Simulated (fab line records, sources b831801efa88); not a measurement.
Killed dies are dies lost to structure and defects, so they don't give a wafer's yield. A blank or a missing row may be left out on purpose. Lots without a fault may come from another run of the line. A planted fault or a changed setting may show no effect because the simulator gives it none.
One fault seen from 2 desks | flow gf180mcu | each desk has only its own numbers; what lay behind them comes last

THE METROLOGY DESK
What the gauges read, lot by lot, whatever tool the lot ran on: means of the sampled wafers that have a number. A lot is out of limits, marked OUT, if its mean lies more than 4 standard deviations from the usual mean; the brackets give that distance.
Columns: A = MVPSD_OVL at GF_MVPSD_OVL_MEAS_07, usual 0.8 nm; B = HV_LDD_3_TW at GF_HV_LDD_TW_MEAS_38, usual 1449; C = HV_LDD_RS at GF_HV_LDD_RS_MEAS_53, usual 418.4 ohm/sq; D = cd_nm at GF_SAB_CD_MEAS_09, usual 420.7 nm
lot  | first seen here | A    | B              | C               | D
L337 | day 5 00:56     | 1.6  | 1455           | 418.5           | 417.4
L339 | day 5 14:39     | 3.3  | 1440           | 419.0           | 419.6
L341 | day 6 00:17     | 1.3  | 1442           | 418.1           | 423.3
L342 | day 6 07:08     | 0.8  | 1448           | 419.2           | 419.9
L343 | day 6 10:38     | -0.2 | 1456           | 418.6           | 417.8
L345 | day 6 21:39     | 2.9  | 1443           | 418.8           | 420.8
L347 | day 7 10:44     | 1.4  | 1462           | 417.8           | 417.2
L349 | day 7 23:35     | 0.7  | 1341 (-15) OUT | 435.2 (+18) OUT | 420.2
L354 | day 9 05:34     | 0.3  | 1342 (-15) OUT | 438.8 (+22) OUT | 420.2
L356 | day 10 02:32    | 2.5  | 1449           | 418.2           | 421.1
L357 | day 10 02:37    | -0.5 | 1454           | 418.5           | 428.7
L359 | day 10 13:09    | 0.1  | 1455           | 418.4           | 423.6
This desk's finding: out of limits on L349, L354; first on L349, day 15 10:40 (HV_LDD_3_TW at GF_HV_LDD_TW_MEAS_38). In limits: L337, L339, L341, L342, L343, L345, L347, L356, L357, L359.

THE TOOL OWNER'S DESK: implanter-02
The tool's own readings at GF_HV_LDD_IMPLANT_34: means of the sampled wafers that have a number, for each lot that ran on this tool. A lot is out of limits, marked OUT, if its mean lies more than 4 standard deviations from the usual mean; the brackets give that distance.
Columns: A = beam_on_s at GF_HV_LDD_IMPLANT_34, usual 9.99 s; B = dose_ions_cm2 at GF_HV_LDD_IMPLANT_34, usual 7.499e+12; C = faraday_current_uA at GF_HV_LDD_IMPLANT_34, usual 42.4
lot  | first seen here | A    | B                           | C
L339 | day 12 04:41    | 9.89 | 7.501e+12                   | 43.0
L341 | day 12 17:18    | 9.99 | 7.498e+12                   | 42.3
L343 | day 13 08:37    | 9.98 | 7.518e+12                   | 42.4
L349 | day 15 10:08    | 9.95 | 1.018e+12 (-99 or more) OUT | 5.7 (-45) OUT
L354 | day 17 01:27    | 9.93 | 1.017e+12 (-99 or more) OUT | 5.8 (-45) OUT
This desk's finding: out of limits on L349, L354; first on L349, day 15 10:08 (dose_ions_cm2 at GF_HV_LDD_IMPLANT_34). In limits: L339, L341, L343.

PUT TOGETHER
The tool owner's desk could have raised an alarm at day 15 10:08, on L349, L354.
The metrology desk could have raised an alarm at day 15 10:40, on L349, L354.
Of the lots named, all ran GF_HV_LDD_IMPLANT_34 on implanter-02.

WHAT THE SIMULATOR HAD PUT IN
Process parameter drift: implanter-02, from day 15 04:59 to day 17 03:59, at GF_HV_LDD_IMPLANT_34. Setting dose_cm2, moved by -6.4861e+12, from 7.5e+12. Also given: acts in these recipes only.
Lots struck among those shown: L349, L354.
Hours from the fault's start to each desk's first reading out of limits: the tool owner's desk, 5; the metrology desk, 6.
